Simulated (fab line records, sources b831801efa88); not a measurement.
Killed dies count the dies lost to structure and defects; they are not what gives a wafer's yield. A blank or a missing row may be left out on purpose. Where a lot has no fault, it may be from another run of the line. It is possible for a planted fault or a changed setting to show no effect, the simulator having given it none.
Code-filled problem report in 8D (eight disciplines) form    flow sky130    the parts of the form that need people (team, actions taken, sign-off) are left out

1. WHAT WENT WRONG
Wafers free of any fault read 0.338 ohm/sq (standard deviation 0.0051) for CONTACT_W_RS at SKY_CONTACT_RS_MEAS_25, against a mean of 0.475 ohm/sq on 3 wafers of 2 lots. That puts it +27 standard deviations away from the usual mean.
The step: measures by four-point-probe.
Seen first at day 36 16:43 on filmMetro-01, wafer L505.5. The record holds 33 wafers of 11 lots with a number at this step. The rule behind "out" and "out of limits": a value lying over 4 standard deviations away from the usual mean. Any other wafer with a number is counted as sound.

2. WHAT IT IS AND WHAT IT IS NOT
question                     is                          is not
which readings at this step  CONTACT_W_RS                -
which lots                   L505, L507                  L491, L492, L493, L497, L499, L501, L502, L503, L504
which wafers of those lots   L505.5, L507.3, L507.6      L505.3, L505.6, L507.2
read on which gauges         filmMetro-01, filmMetro-02  filmMetro-04
when                         from day 36 16:43           up to then (29 sound wafers); but 1 sound wafer of L507 came after

3. SUSPECTS, AND WHAT RULES EACH OUT
Counting: a tool at a process step up to the reading stays a suspect if it ran every lot that is out. Sound lots after the first of them don't rule it out here, since some wafers of a struck lot are sound.
- the gauge at SKY_CONTACT_RS_MEAS_25 is ruled out. Those wafers that are out were read across 2 gauges (filmMetro-01, filmMetro-02).
- cvdW-02 at SKY_CONTACT_CVD_24 (deposits W, target thk 340 nm, time 102.12 s): kept. Ran every lot that is out, first one L505 (day 36 16:37); last sound lot up to then L502 (day 35 20:29).
- Within cvdW-02 at SKY_CONTACT_CVD_24: the wafers that are out ran in chamber 1; their sound lot-mates ran in chamber 0.
Left after counting: cvdW-02 at SKY_CONTACT_CVD_24.

4. THE CAUSE (what the simulator had put in)
cvdW-02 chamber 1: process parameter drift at SKY_CONTACT_CVD_24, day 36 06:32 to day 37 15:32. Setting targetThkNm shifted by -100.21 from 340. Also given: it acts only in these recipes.
Counting left only this tool.

5. THE EFFECT CHAIN, in route order
Each row: a reading whose mean over the struck wafers that have a number lies more than 3 standard deviations from the usual. Scope: only readings with a usual standard deviation given in the record; hours: median across lots of the time from each lot's start at the first step in this table that gives one to its start at this step; sigmas: change in usual standard deviations.
hours  step                     reading          usual         on struck wafers  change  sigmas
0      SKY_CONTACT_RS_MEAS_25   CONTACT_W_RS     0.338 ohm/sq  0.475             +0.137  +27
0      SKY_CONTACT_THK_MEAS_26  CONTACT_W_THK    327 nm        236               -91     -18
0      SKY_CONTACT_CMP_27       timeToEndpointS  81 s          58                -23     -5.3
Its process steps:
- SKY_CONTACT_CMP_27: polishes, stops on SiO2, t overpolish 15 s, target thk 0 nm.
Later steps that measure or inspect, where all struck wafers having a row at the step show a number for every such reading and not one has moved that far: SKY_VIA1_CD_MEAS_12.

6. HOW IT WOULD HAVE BEEN CAUGHT EARLIER
Counted from the fault's start at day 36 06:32, it took 10 hours until the first out-of-limits reading at a measuring or inspecting step in this record, taken at day 36 16:43.
No tool reading at SKY_CONTACT_CVD_24 that has a usual standard deviation in the record was out on any struck wafer, so an alarm limit of 4 standard deviations on those readings would not have fired.
Among the 2 lots that are out, L507 began SKY_CONTACT_CVD_24 on cvdW-02 after day 36 16:43. A hold on the tool at that time would have spared it.
